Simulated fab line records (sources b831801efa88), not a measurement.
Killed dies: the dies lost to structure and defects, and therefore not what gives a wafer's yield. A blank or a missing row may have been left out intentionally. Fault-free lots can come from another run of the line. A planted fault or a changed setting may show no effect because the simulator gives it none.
fab line records | flow sky130
[record] lots = 10 | wafers = 30 | last_day = 50
route steps=708 shown LI_CONTACT@364 PAD_OPEN@708
lots that met no fault: taken from a fault-free run of the same line
start_h: hours from the record's opening day to when the first of the lot's shown wafers began | wait_h: hours from the lot's prior step to this one | " same as the row above | L1.1+2: a row that stands for several wafers | - no value, or no start given | * or withheld: withheld | < > ~ a bound
route shown NAME@n: names a module that has steps shown in the file, with the first one's number in the route | usual: the fault-free wafers' mean and standard deviation | same: alike in all rows | chamber/n: place in a boat | sites: each site's reading | _std_site: standard deviation of those values | _edge_site: outer sites' mean less inner sites' | radius_mm: how far each site lies from the wafer's centre | mask NAME#n: copy n | behind: tool/chamber where the wafer was last shaped | hold: why the lot was held/for how many hours/how that ended | device: names the non-switching transistor (n, p or np) | end of line: the tests these same wafers got at the end of their route | a step given without rows: its recipe and nothing more | killed: the dies lost at the first sort to structure and to defects; this is not the yield of the wafer | map: a wafer's dies, marking killed ones x, the rest . and places with no die _
set.NAME: the setting as run; set.NAME@STEP: as run at that earlier step | model.NAME: the simulator's own value behind a step, which no gauge read
a sample of lots followed through the steps of the route, with each step as a table and each wafer as a row
services: a tool's chamber out of use, with start hour (start_h, from the record's first day; less than 0 if before it), hours out, and reason
[[steps]]
[step SKY_LI_CONTACT_CMP_02]
[recipe] material = PSG | down_force_psi = 4 | platen_rpm = 60 | pad_velocity_m_s = 0.94248
[usual] motor_current_A = 12.7/1.7 | slurry_flow_ml_min = 150.1/0.48 | time_to_endpoint_s = 30.8/2.8
lot.wafer | tool   | chamber | start_h | wait_h | motor_current_A | slurry_flow_ml_min | time_to_endpoint_s
L143.4    | cmp-02 | 2       | 647.96  | 0.2    | 10.8            | 149.9              | 33.2
L143.5    | "      | 3       | "       | "      | 12.0            | 150.1              | 27.0
L143.6    | "      | 0       | "       | "      | 14.8            | 150.0              | 33.8
L144.3    | cmp-02 | 3       | 666.06  | 0.1    | 12.2            | 150.5              | 31.7
L144.6    | "      | 1       | "       | "      | 12.2            | 149.5              | 29.8
L144.5    | "      | 2       | "       | "      | 10.3            | 149.8              | 35.2
L146.2    | cmp-01 | 3       | 692.49  | 0.0    | 11.2            | 149.7              | 36.6
L146.3    | "      | 2       | "       | "      | 12.4            | 149.5              | 30.8
L146.5    | "      | 3       | "       | "      | 11.4            | 150.8              | 33.5
L155.3    | cmp-01 | 3       | 758.35  | 0.1    | 11.1            | 150.3              | 30.7
L155.1    | "      | 0       | "       | "      | 15.4            | 149.8              | 27.0
L155.5    | "      | 1       | "       | "      | 12.0            | 149.8              | 30.8
L156.3    | cmp-02 | 1       | 765.52  | 0.0    | 12.2            | 150.2              | 30.5
L156.4    | "      | 2       | "       | "      | 10.4            | 150.1              | 31.0
L156.5    | "      | 2       | "       | "      | 10.5            | 150.1              | 30.3
L158.2    | cmp-02 | 1       | 781.11  | 0.1    | 11.7            | 149.1              | 31.1
L158.3    | "      | 2       | "       | "      | 10.0            | 149.9              | 35.2
L158.6    | "      | 0       | "       | "      | 14.6            | 150.8              | 31.1
L160.3    | cmp-01 | 0       | 793.32  | 0.1    | 16.3            | 150.4              | 25.9
L160.4    | "      | 1       | "       | "      | 12.1            | 149.3              | 29.8
L160.5    | "      | 3       | "       | "      | 11.6            | 149.2              | 29.9
L163.1    | cmp-01 | 0       | 805.76  | 0.1    | 15.0            | 149.9              | 26.5
L163.4    | "      | 1       | "       | "      | 12.1            | 150.5              | 32.1
L163.3    | "      | 2       | "       | "      | 13.0            | 150.0              | 31.3
L164.1    | cmp-02 | 1       | 817.89  | 0.1    | 12.3            | 150.4              | 30.1
L164.2    | "      | 0       | "       | "      | 15.0            | 149.9              | 29.0
L164.5    | "      | 2       | "       | "      | 10.7            | 149.9              | 30.7
L165.4    | cmp-01 | 2       | 834.95  | 0.0    | 12.2            | 150.1              | 25.3
L165.2    | "      | 1       | "       | "      | 12.1            | 150.9              | 27.9
L165.6    | "      | 3       | "       | "      | 11.2            | 149.2              | 31.3
[step SKY_LI_CONTACT_ETCH_14]
[recipe] chemistry = N2/H2 | target = BARC | ion_energy_ev = 200 | source_w = 500 | bias_w = 100 | pressure_mtorr = 30 | n2_flow_sccm = 100 | h2_flow_sccm = 200 | stop_on = SiO2 | time_s = 45.9 | target_depth_a = 600
[usual] drypump_motor_current_A = 5.7/0.45 | oes_product_au = 0.854/0.0045 | throttle_valve_pct = 13.225/0.0089
lot.wafer | tool        | chamber | start_h | wait_h | drypump_motor_current_A | oes_product_au | rf_hours_counter_h | throttle_valve_pct
L143.4    | rie_diel-04 | 1       | 677.20  | 0.0    | 5.6                     | 0.864          | 24                 | 13.222
L143.5    | "           | 0       | "       | "      | 6.7                     | 0.859          | -                  | 13.226
L143.6    | "           | 1       | "       | "      | 5.6                     | 0.858          | -                  | 13.224
L144.3    | rie_diel-02 | 1       | 694.60  | 0.0    | 6.2                     | 0.859          | 14                 | 13.214
L144.5    | "           | 3       | "       | "      | 5.8                     | 0.856          | -                  | 13.236
L144.6    | "           | 2       | "       | "      | 5.9                     | 0.853          | -                  | 13.228
L146.2    | rie_diel-01 | 2       | 720.59  | 0.0    | 4.9                     | 0.851          | 6                  | 13.224
L146.3    | "           | 0       | "       | "      | 5.7                     | 0.860          | 29                 | 13.247
L146.5    | "           | 1       | "       | "      | 5.2                     | 0.856          | -                  | 13.211
L155.1    | rie_diel-02 | 1       | 785.02  | 0.0    | 6.2                     | 0.853          | 16                 | 13.233
L155.3    | "           | 3       | "       | "      | 5.8                     | 0.850          | 17                 | 13.214
L155.5    | "           | 2       | "       | "      | 5.8                     | 0.856          | -                  | 13.232
L156.3    | rie_diel-02 | 0       | 792.69  | 0.0    | 5.3                     | 0.862          | 2                  | 13.230
L156.4    | "           | 1       | "       | "      | 6.2                     | 0.858          | 16                 | 13.227
L156.5    | "           | 0       | "       | "      | 5.3                     | 0.855          | -                  | 13.232
L158.2    | rie_diel-04 | 3       | 808.12  | 0.0    | 5.5                     | 0.847          | 0                  | 13.222
L158.3    | "           | 1       | "       | "      | 5.6                     | 0.862          | 26                 | 13.228
L158.6    | "           | 3       | "       | "      | 5.6                     | 0.853          | -                  | 13.235
L160.3    | rie_diel-01 | 3       | 820.69  | 0.0    | 5.7                     | 0.852          | 7                  | 13.226
L160.4    | "           | 2       | "       | "      | 4.9                     | 0.850          | -                  | 13.227
L160.5    | "           | 3       | "       | "      | 5.8                     | 0.853          | -                  | 13.217
L163.1    | rie_diel-01 | 2       | 832.82  | 0.0    | 4.9                     | 0.855          | 8                  | 13.230
L163.3    | "           | 0       | "       | "      | 5.7                     | 0.853          | 0                  | 13.231
L163.4    | "           | 3       | "       | "      | 5.8                     | 0.856          | 8                  | 13.214
L164.1    | rie_diel-01 | 2       | 844.56  | 0.0    | 4.9                     | 0.860          | 9                  | 13.237
L164.2    | "           | 1       | "       | "      | 5.2                     | 0.848          | 8                  | 13.222
L164.5    | "           | 1       | "       | "      | 5.2                     | 0.853          | -                  | 13.238
L165.2    | rie_diel-01 | 3       | 861.47  | 0.0    | 5.7                     | 0.855          | 8                  | 13.245
L165.4    | "           | 1       | "       | "      | 5.1                     | 0.863          | 9                  | 13.222
L165.6    | "           | 0       | "       | "      | 5.7                     | 0.847          | -                  | 13.219
[step SKY_LI_CONTACT_ETCH_15]
[recipe] target = PSG | chemistry = C4F8/O2/Ar | stop_on = Si | taper_deg = 4.15 | mask_material = KrF-thick | source_w = 1500 | bias_w = 1200 | pressure_mtorr = 40 | c4f8_flow_sccm = withheld | O2_flow_sccm = 6 | Ar_flow_sccm = 300 | time_s = withheld | target_depth_a = 6000
[usual] oes_product_au = 0.837/0.0042
lot.wafer | tool        | chamber | start_h | wait_h | oes_product_au
L143.4    | rie_diel-04 | 1       | 677.25  | 0.0    | 0.835
L143.5    | "           | 0       | "       | "      | 0.839
L143.6    | "           | 1       | "       | "      | 0.835
L144.3    | rie_diel-02 | 1       | 694.65  | 0.0    | 0.838
L144.5    | "           | 3       | "       | "      | 0.840
L144.6    | "           | 2       | "       | "      | 0.839
L146.2    | rie_diel-01 | 2       | 720.63  | 0.0    | 0.843
L146.3    | "           | 0       | "       | "      | 0.840
L146.5    | "           | 1       | "       | "      | 0.839
L155.1    | rie_diel-02 | 1       | 785.06  | 0.0    | 0.838
L155.3    | "           | 3       | "       | "      | 0.835
L155.5    | "           | 2       | "       | "      | 0.834
L156.3    | rie_diel-02 | 0       | 792.73  | 0.0    | 0.842
L156.4    | "           | 1       | "       | "      | 0.840
L156.5    | "           | 0       | "       | "      | 0.844
L158.2    | rie_diel-04 | 3       | 808.16  | 0.0    | 0.835
L158.3    | "           | 1       | "       | "      | 0.837
L158.6    | "           | 3       | "       | "      | 0.843
L160.3    | rie_diel-01 | 3       | 820.73  | 0.0    | 0.837
L160.4    | "           | 2       | "       | "      | 0.846
L160.5    | "           | 3       | "       | "      | 0.840
L163.1    | rie_diel-01 | 2       | 832.86  | 0.0    | 0.845
L163.3    | "           | 0       | "       | "      | 0.837
L163.4    | "           | 3       | "       | "      | 0.841
L164.1    | rie_diel-01 | 2       | 844.60  | 0.0    | 0.844
L164.2    | "           | 1       | "       | "      | 0.836
L164.5    | "           | 1       | "       | "      | 0.837
L165.2    | rie_diel-01 | 3       | 861.51  | 0.0    | 0.834
L165.4    | "           | 1       | "       | "      | 0.831
L165.6    | "           | 0       | "       | "      | 0.840
[step SKY_LI_CONTACT_CVD_21]
[recipe] material = W | target_thk_nm = 400 | time_s = 120.56 | temp_c = 400 | pressure_torr = 40
[usual] heater_power_w = 885/59
lot.wafer | tool     | chamber | start_h | wait_h | heater_power_w
L143.4    | cvd_w-01 | 1       | 677.81  | 0.0    | 872
L143.5    | "        | 1       | "       | "      | 896
L143.6    | "        | 0       | "       | "      | 912
L144.3    | cvd_w-01 | 0       | 695.21  | 0.1    | 917
L144.5    | "        | 1       | "       | "      | 876
L144.6    | "        | 0       | "       | "      | 916
L146.2    | cvd_w-01 | 0       | 721.17  | 0.0    | 919
L146.3    | "        | 0       | "       | "      | 921
L146.5    | "        | 1       | "       | "      | 874
L155.1    | cvd_w-02 | 1       | 785.58  | 0.0    | 784
L155.3    | "        | 0       | "       | "      | 940
L155.5    | "        | 0       | "       | "      | 950
L156.3    | cvd_w-02 | 0       | 793.29  | 0.1    | 939
L156.4    | "        | 1       | "       | "      | 776
L156.5    | "        | 1       | "       | "      | 782
L158.2    | cvd_w-01 | 1       | 808.68  | 0.0    | 877
L158.3    | "        | 0       | "       | "      | 907
L158.6    | "        | 0       | "       | "      | 913
L160.3    | cvd_w-01 | 1       | 821.29  | 0.1    | 906
L160.4    | "        | 0       | "       | "      | 930
L160.5    | "        | 1       | "       | "      | 874
L163.1    | cvd_w-02 | 0       | 833.39  | 0.0    | 962
L163.3    | "        | 0       | "       | "      | 935
L163.4    | "        | 1       | "       | "      | 782
L164.1    | cvd_w-01 | 1       | 845.11  | 0.0    | 886
L164.2    | "        | 0       | "       | "      | 910
L164.5    | "        | 0       | "       | "      | 947
L165.2    | cvd_w-01 | 0       | 862.03  | 0.0    | 945
L165.4    | "        | 1       | "       | "      | 883
L165.6    | "        | 1       | "       | "      | 891
[step SKY_LI_CONTACT_RS_MEAS_22]
[recipe] thk_meas_gauge = four-point-probe | reads = W_of_LI_CONTACT_CVD_21+TiN_of_LI_CONTACT_SPUTTER_20+Ti_of_LI_CONTACT_SPUTTER_19
[usual] LI_CONTACT_W_RS = 0.284/0.0039
lot.wafer | tool          | chamber | start_h | wait_h | LI_CONTACT_W_RS[ohm/sq]
L143.4    | film_metro-03 | -       | 677.95  | 0.1    | 0.284
L143.5    | "             | -       | "       | "      | 0.285
L143.6    | "             | -       | "       | "      | 0.283
L144.3    | film_metro-04 | -       | 695.33  | 0.1    | 0.284
L144.5    | "             | -       | "       | "      | 0.287
L144.6    | "             | -       | "       | "      | 0.283
L146.2    | film_metro-04 | -       | 721.31  | 0.1    | 0.220
L146.3    | "             | -       | "       | "      | 0.218
L146.5    | "             | -       | "       | "      | 0.284
L155.1    | film_metro-02 | -       | 785.70  | 0.1    | 0.285
L155.3    | "             | -       | "       | "      | 0.274
L155.5    | "             | -       | "       | "      | 0.278
L156.3    | film_metro-03 | -       | 793.42  | 0.1    | 0.281
L156.4    | "             | -       | "       | "      | 0.286
L156.5    | "             | -       | "       | "      | 0.288
L158.2    | film_metro-04 | -       | 808.82  | 0.1    | 0.283
L158.3    | "             | -       | "       | "      | 0.283
L158.6    | "             | -       | "       | "      | 0.282
L160.3    | film_metro-03 | -       | 821.42  | 0.1    | 0.286
L160.4    | "             | -       | "       | "      | 0.286
L160.5    | "             | -       | "       | "      | 0.283
L163.1    | film_metro-03 | -       | 833.52  | 0.1    | 0.279
L163.3    | "             | -       | "       | "      | 0.279
L163.4    | "             | -       | "       | "      | 0.285
L164.1    | film_metro-02 | -       | 845.24  | 0.1    | 0.283
L164.2    | "             | -       | "       | "      | 0.285
L164.5    | "             | -       | "       | "      | 0.284
L165.2    | film_metro-03 | -       | 862.17  | 0.1    | 0.282
L165.4    | "             | -       | "       | "      | 0.281
L165.6    | "             | -       | "       | "      | 0.283
[step SKY_LI_CONTACT_THK_MEAS_23]
[recipe] thk_meas_gauge = xrf | reads = W_of_LI_CONTACT_CVD_21
[usual] LI_CONTACT_W_THK = 387/6.1
lot.wafer | tool          | chamber | start_h | wait_h | LI_CONTACT_W_THK[nm]
L143.4    | film_metro-03 | -       | 678.04  | 0.1    | 385
L143.5    | "             | -       | "       | "      | 384
L143.6    | "             | -       | "       | "      | 388
L144.3    | film_metro-04 | -       | 695.43  | 0.1    | 390
L144.5    | "             | -       | "       | "      | 382
L144.6    | "             | -       | "       | "      | 388
L146.2    | film_metro-04 | -       | 721.42  | 0.1    | 493
L146.3    | "             | -       | "       | "      | 496
L146.5    | "             | -       | "       | "      | 388
L155.1    | film_metro-02 | -       | 785.82  | 0.1    | 387
L155.3    | "             | -       | "       | "      | 406
L155.5    | "             | -       | "       | "      | 394
L156.3    | film_metro-03 | -       | 793.52  | 0.1    | 389
L156.4    | "             | -       | "       | "      | 381
L156.5    | "             | -       | "       | "      | 379
L158.2    | film_metro-04 | -       | 808.93  | 0.1    | 387
L158.3    | "             | -       | "       | "      | 389
L158.6    | "             | -       | "       | "      | 389
L160.3    | film_metro-03 | -       | 821.52  | 0.1    | 385
L160.4    | "             | -       | "       | "      | 381
L160.5    | "             | -       | "       | "      | 389
L163.1    | film_metro-03 | -       | 833.64  | 0.1    | 395
L163.3    | "             | -       | "       | "      | 393
L163.4    | "             | -       | "       | "      | 387
L164.1    | film_metro-02 | -       | 845.36  | 0.1    | 389
L164.2    | "             | -       | "       | "      | 387
L164.5    | "             | -       | "       | "      | 385
L165.2    | film_metro-03 | -       | 862.28  | 0.1    | 391
L165.4    | "             | -       | "       | "      | 391
L165.6    | "             | -       | "       | "      | 391
[step SKY_LI_CONTACT_CMP_24]
[recipe] stop_on = PSG | t_overpolish_s = 20 | down_force_psi = 3.5 | platen_rpm = 61.46 | target_thk_nm = 0 | pad_velocity_m_s = 0.94248
[usual] motor_current_A = 11.6/1.5 | slurry_flow_ml_min = 150.0/0.49 | time_to_endpoint_s = 96/3.9
lot.wafer | tool   | chamber | start_h | wait_h | motor_current_A | slurry_flow_ml_min | time_to_endpoint_s
L143.4    | cmp-02 | 3       | 678.07  | 0.0    | 11.0            | 150.1              | 95
L143.6    | "      | 3       | "       | "      | 10.8            | 150.7              | 94
L143.5    | "      | 0       | "       | "      | 14.1            | 151.2              | 96
L144.3    | cmp-02 | 2       | 695.57  | 0.1    | 9.2             | 150.2              | 100
L144.5    | "      | 0       | "       | "      | 14.3            | 149.2              | 100
L144.6    | "      | 1       | "       | "      | 11.8            | 150.7              | 101
L146.2    | cmp-01 | 1       | 721.58  | 0.1    | 11.4            | 149.8              | 129
L146.3    | "      | 3       | "       | "      | 10.3            | 148.8              | 126
L146.5    | "      | 2       | "       | "      | 11.8            | 149.4              | 95
L155.3    | cmp-02 | 3       | 785.93  | 0.1    | 10.9            | 150.1              | 95
L155.1    | "      | 1       | "       | "      | 11.4            | 149.8              | 93
L155.5    | "      | 2       | "       | "      | 9.3             | 150.1              | 97
L156.3    | cmp-02 | 3       | 793.61  | 0.1    | 11.0            | 149.8              | 92
L156.4    | "      | 1       | "       | "      | 11.1            | 149.7              | 93
L156.5    | "      | 2       | "       | "      | 10.2            | 150.2              | 95
L158.3    | cmp-01 | 1       | 808.98  | 0.0    | 11.0            | 149.8              | 97
L158.2    | "      | 3       | "       | "      | 10.2            | 149.6              | 94
L158.6    | "      | 2       | "       | "      | 11.3            | 150.5              | 94
L160.4    | cmp-02 | 1       | 821.56  | 0.0    | 11.6            | 150.3              | 90
L160.3    | "      | 2       | "       | "      | 9.7             | 150.8              | 90
L160.5    | "      | 2       | "       | "      | 9.6             | 149.8              | 98
L163.1    | cmp-02 | 0       | 833.75  | 0.1    | 13.9            | 150.4              | 97
L163.4    | "      | 1       | "       | "      | 10.9            | 150.3              | 97
L163.3    | "      | 2       | "       | "      | 10.0            | 149.8              | 101
L164.1    | cmp-01 | 3       | 845.42  | 0.1    | 10.9            | 149.8              | 97
L164.2    | "      | 0       | "       | "      | 13.8            | 149.7              | 90
L164.5    | "      | 0       | "       | "      | 14.0            | 150.8              | 92
L165.2    | cmp-01 | 0       | 862.38  | 0.1    | 14.8            | 149.9              | 94
L165.4    | "      | 1       | "       | "      | 11.1            | 149.9              | 100
L165.6    | "      | 0       | "       | "      | 14.2            | 150.1              | 98
[step SKY_PAD_OPEN_PROBE_99]
[usual] killed_at_M0_to_M3 = 43/6.4 | killed_at_M4_up = 3.5/1.8 | killed_at_contacts = 25/5.7 | killed_at_front_end = 15/3.9 | killed_at_other = 0.3/0.67 | killed_dies = 87/8.6 | killed_open = 47/6.7 | killed_short = 39/5.9
[same] gross_dies = 492 | killed_at_back_side = 0
lot.wafer | tool      | chamber | start_h | wait_h | killed_at_M0_to_M3 | killed_at_M4_up | killed_at_contacts | killed_at_front_end | killed_at_other | killed_dies | killed_open | killed_short
L146.2    | prober-02 | -       | 1107.64 | 0.1    | 44                 | 4               | 25                 | 14                  | 1               | 88          | 42          | 46
L146.3    | prober-02 | -       | 1107.69 | 0.2    | 42                 | 5               | 30                 | 7                   | 0               | 84          | 41          | 42
L146.5    | prober-02 | -       | 1107.79 | 0.2    | 51                 | 7               | 18                 | 10                  | 0               | 86          | 49          | 36
L155.1    | prober-01 | -       | 1154.34 | 0.1    | 40                 | 3               | 22                 | 12                  | 1               | 78          | 44          | 34
L155.3    | prober-01 | -       | 1154.44 | 0.2    | 50                 | 2               | 30                 | 11                  | 0               | 93          | 54          | 39
L155.5    | prober-01 | -       | 1154.54 | 0.2    | 49                 | 3               | 31                 | 15                  | 0               | 98          | 65          | 33
L163.1    | prober-01 | -       | 1184.56 | 0.1    | 37                 | 1               | 22                 | 13                  | 0               | 73          | 40          | 33
L163.3    | prober-01 | -       | 1184.66 | 0.2    | 41                 | 1               | 36                 | 15                  | 0               | 93          | 54          | 39
L163.4    | prober-01 | -       | 1184.71 | 0.2    | 48                 | 2               | 27                 | 17                  | 1               | 95          | 52          | 43
L164.1    | prober-02 | -       | 1192.49 | 0.1    | 45                 | 4               | 38                 | 17                  | 1               | 105         | 49          | 55
L164.2    | prober-02 | -       | 1192.54 | 0.1    | 50                 | 2               | 31                 | 15                  | 2               | 100         | 53          | 46
L164.5    | prober-02 | -       | 1192.69 | 0.2    | 52                 | 0               | 29                 | 13                  | 1               | 95          | 53          | 41
L165.2    | prober-02 | -       | 1201.45 | 0.1    | 37                 | 5               | 24                 | 15                  | 0               | 81          | 52          | 29
L165.4    | prober-02 | -       | 1201.55 | 0.2    | 40                 | 3               | 30                 | 19                  | 0               | 92          | 50          | 42
L165.6    | prober-02 | -       | 1201.65 | 0.2    | 45                 | 4               | 19                 | 15                  | 0               | 83          | 44          | 39
// killed by level:class
L146.2 CONTACT:geometric_particle:open=13 VIA1:geometric_particle:open=11 FIELD_ISO:geometric_particle:short=5 LOCAL_INTERCONNECT:geometric_particle:short=5 METAL1:geometric_particle:short=5 VIA1:geometric_particle:short=5 VIA2:geometric_particle:open=5 METAL2:geometric_particle:short=4
L146.3 CONTACT:geometric_particle:open=14 VIA1:geometric_particle:short=7 CONTACT:geometric_particle:short=7 VIA3:geometric_particle:open=6 VIA1:geometric_particle:open=5 VIA2:geometric_particle:short=5 VIA2:geometric_particle:open=4 METAL1:geometric_particle:short=4
L146.5 VIA1:geometric_particle:open=13 CONTACT:geometric_particle:open=8 VIA3:geometric_particle:open=7 METAL2:geometric_particle:short=6 VIA1:geometric_particle:short=5 VIA2:geometric_particle:open=5 METAL4:geometric_particle:short=5 VIA2:geometric_particle:short=4
L155.1 CONTACT:geometric_particle:open=10 VIA1:geometric_particle:open=10 VIA3:geometric_particle:open=8 FIELD_ISO:geometric_particle:short=6 VIA2:geometric_particle:open=5 POLY_GATE:geometric_particle:short=4 LI_CONTACT:geometric_particle:open=4 VIA3:geometric_particle:short=4
L155.3 VIA1:geometric_particle:open=13 LI_CONTACT:geometric_particle:open=12 CONTACT:geometric_particle:open=9 VIA3:geometric_particle:open=7 METAL3:geometric_particle:short=7 VIA2:geometric_particle:open=6 VIA1:geometric_particle:short=5 CONTACT:geometric_particle:short=5
L155.5 VIA1:geometric_particle:open=18 CONTACT:geometric_particle:open=14 LI_CONTACT:geometric_particle:open=8 METAL1:geometric_particle:short=8 VIA3:geometric_particle:open=8 VIA2:geometric_particle:open=6 FIELD_ISO:geometric_particle:short=5 LOCAL_INTERCONNECT:geometric_particle:short=4
L163.1 VIA1:geometric_particle:open=8 VIA3:geometric_particle:open=8 CONTACT:geometric_particle:open=7 VIA2:geometric_particle:open=6 CONTACT:geometric_particle:short=6 LOCAL_INTERCONNECT:geometric_particle:short=5 LI_CONTACT:geometric_particle:open=4 VIA3:geometric_particle:short=4
L163.3 CONTACT:geometric_particle:open=17 LI_CONTACT:geometric_particle:open=7 VIA2:geometric_particle:open=7 LOCAL_INTERCONNECT:geometric_particle:short=6 VIA1:geometric_particle:open=6 METAL2:geometric_particle:short=6 FIELD_ISO:geometric_particle:open=5 VIA3:geometric_particle:short=5
L163.4 LI_CONTACT:geometric_particle:open=13 VIA1:geometric_particle:open=8 VIA3:geometric_particle:open=8 FIELD_ISO:geometric_particle:short=7 VIA2:geometric_particle:open=7 LOCAL_INTERCONNECT:geometric_particle:short=6 METAL2:geometric_particle:short=5 FIELD_ISO:geometric_particle:open=4
L164.1 CONTACT:geometric_particle:open=12 LI_CONTACT:geometric_particle:open=10 VIA1:geometric_particle:open=10 LOCAL_INTERCONNECT:geometric_particle:short=6 VIA1:geometric_particle:short=6 FIELD_ISO:geometric_particle:short=5 LI_CONTACT:geometric_particle:short=5 CONTACT:geometric_particle:short=5
L164.2 VIA3:geometric_particle:open=11 CONTACT:geometric_particle:open=10 LOCAL_INTERCONNECT:geometric_particle:short=8 METAL1:geometric_particle:short=7 FIELD_ISO:geometric_particle:open=6 VIA2:geometric_particle:short=6 CONTACT:geometric_particle:short=5 LI_CONTACT:geometric_particle:open=5
L164.5 CONTACT:geometric_particle:open=13 VIA1:geometric_particle:open=11 VIA2:geometric_particle:short=10 VIA2:geometric_particle:open=9 FIELD_ISO:geometric_particle:open=6 LI_CONTACT:geometric_particle:open=6 LOCAL_INTERCONNECT:geometric_particle:short=6 VIA3:geometric_particle:short=5
L165.2 CONTACT:geometric_particle:open=8 LI_CONTACT:geometric_particle:open=8 VIA2:geometric_particle:open=8 VIA1:geometric_particle:open=7 POLY_GATE:geometric_particle:open=5 METAL1:geometric_particle:short=5 LI_CONTACT:geometric_particle:short=4 FIELD_ISO:geometric_particle:open=3
L165.4 CONTACT:geometric_particle:open=9 LI_CONTACT:geometric_particle:open=7 VIA1:geometric_particle:open=7 VIA3:geometric_particle:open=6 LI_CONTACT:geometric_particle:short=5 LOCAL_INTERCONNECT:geometric_particle:short=5 VIA2:geometric_particle:open=5 VIA2:geometric_particle:short=5
L165.6 VIA1:geometric_particle:open=9 METAL2:geometric_particle:short=8 CONTACT:geometric_particle:open=8 VIA2:geometric_particle:open=6 METAL1:geometric_particle:short=6 VIA3:geometric_particle:open=6 LI_CONTACT:geometric_particle:open=5 FIELD_ISO:geometric_particle:open=4
[[services]]
tool        | chamber | start_h | hours | kind
cmp-02      | -       | 625.59  | 4.5   | pm
cvd_w-01    | 1       | 625.82  | 4.6   | repair
rie_diel-01 | 2       | 626.75  | 2.4   | repair
rie_diel-01 | 2       | 641.39  | 2.8   | repair
rie_diel-02 | 3       | 649.46  | 9.8   | repair
cvd_w-01    | 0       | 661.98  | 2.4   | repair
rie_diel-04 | 1       | 682.71  | 75.1  | repair
rie_diel-04 | 3       | 696.90  | 7.1   | repair
rie_diel-02 | 0       | 712.09  | 8.6   | repair
cmp-02      | -       | 718.43  | 3.5   | pm
cvd_w-01    | -       | 722.39  | 2.5   | repair
cmp-01      | -       | 728.44  | 1.1   | repair
cmp-02      | -       | 738.70  | 1.0   | repair
cmp-01      | -       | 762.74  | 4.0   | pm
rie_diel-01 | 2       | 788.99  | 5.4   | repair
cmp-02      | -       | 791.90  | 0.3   | repair
rie_diel-02 | 2       | 801.76  | 8.7   | repair
rie_diel-02 | 1       | 807.08  | 19.8  | repair
cmp-01      | -       | 814.60  | 5.6   | pm
cmp-01      | -       | 820.24  | 10.1  | pm
rie_diel-02 | 1       | 839.09  | 4.4   | repair
rie_diel-01 | 2       | 849.38  | 7.2   | repair
cmp-02      | -       | 853.30  | 2.8   | repair
rie_diel-02 | 3       | 860.11  | 21.3  | repair
[[key]]
[first_sign] step = SKY_LI_CONTACT_RS_MEAS_22 | reading = LI_CONTACT_W_RS | direction = down | sigmas = 16 | usual = 0.284 | struck = 0.219
[effect] step = SKY_LI_CONTACT_THK_MEAS_23 | reading = LI_CONTACT_W_THK | direction = up | sigmas = 18 | usual = 387 | struck = 495
[effect] step = SKY_LI_CONTACT_CMP_24 | reading = time_to_endpoint_s | direction = up | sigmas = 8.1 | usual = * | struck = *
met_at SKY_LI_CONTACT_CVD_21
struck_lots L146
struck_wafers L146.2,L146.3
tester_left_out L146
not_acting_at SKY_LI_CONTACT_CMP_02,SKY_LI_CONTACT_ETCH_14,SKY_LI_CONTACT_ETCH_15
onset_between 695.21 721.17
[fault] kind = process_parameter_drift | tool = cvd_w-01 | chamber = - | onset_h = 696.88 | steps = SKY_LI_CONTACT_CVD_21 | channel = target_thk_nm | offset = 118.89 | shape = step | end_h = 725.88 | scope = struck_wafers_only | acts_in = these_recipes_only | stated = 400
// tester_left_out: of these lots the tester's yield and bins aren't shown, on N5 and GAA mostly nor the transistor test; their killed dies are dies lost to structure and defects alone, not to doping, threshold or leakage, so they don't give the yield
